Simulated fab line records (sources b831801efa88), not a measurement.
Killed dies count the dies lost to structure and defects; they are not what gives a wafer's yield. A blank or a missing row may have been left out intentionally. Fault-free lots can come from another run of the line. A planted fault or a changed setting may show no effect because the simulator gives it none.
Matching of chambers || flow gf180mcu || rieDiel-02 running GF_CONTACT_ETCH_16: 4 sister chambers
The step etches BARC in N2/H2. 4 wafers are shown with their chamber, then 7 later ones without.

WAFERS, EACH WITH ITS CHAMBER
{"wafer": "L076.3", "chamber": 0, "drypumpMotorCurrentA (A)": 6.4}
{"wafer": "L076.5", "chamber": 2, "drypumpMotorCurrentA (A)": 6.0}
{"wafer": "L078.1", "chamber": 1, "drypumpMotorCurrentA (A)": 5.6}
{"wafer": "L078.3", "chamber": 3, "drypumpMotorCurrentA (A)": 5.9}

WAFERS WITH NO CHAMBER GIVEN
{"wafer": "L078.5", "drypumpMotorCurrentA (A)": 5.6}
{"wafer": "L082.1", "drypumpMotorCurrentA (A)": 6.0}
{"wafer": "L082.3", "drypumpMotorCurrentA (A)": 6.4}
{"wafer": "L082.5", "drypumpMotorCurrentA (A)": 6.4}
{"wafer": "L092.1", "drypumpMotorCurrentA (A)": 5.8}
{"wafer": "L092.2", "drypumpMotorCurrentA (A)": 6.0}
{"wafer": "L092.5", "drypumpMotorCurrentA (A)": 6.4}

THE CHAMBER EACH PASSED THROUGH
{"wafer": "L078.5", "from the rows above": 1, "in truth": 1}
{"wafer": "L082.1", "from the rows above": 2, "in truth": 2}
{"wafer": "L082.3", "from the rows above": 0, "in truth": 0}
{"wafer": "L082.5", "from the rows above": 0, "in truth": 0}
{"wafer": "L092.1", "from the rows above": 3, "in truth": 3}
{"wafer": "L092.2", "from the rows above": 2, "in truth": 2}
{"wafer": "L092.5", "from the rows above": 0, "in truth": 0}
7 of 7 placed correctly. Left unplaced by these rows: 0. Number placed wrongly: 0.
How it was worked out, from the rows above alone: a wafer's distance from a chamber is the root of the sum, over the readings, of the square of ((its reading less the chamber's mean) divided by the reading's scatter). The wafer belongs to the nearest chamber; if the next one is less than 2 further off, it can't be placed. Each chamber's mean is taken over the wafers shown for it. The scatter: root of mean squared gap, hidden wafer to nearest shown wafer, with one shown wafer a chamber.
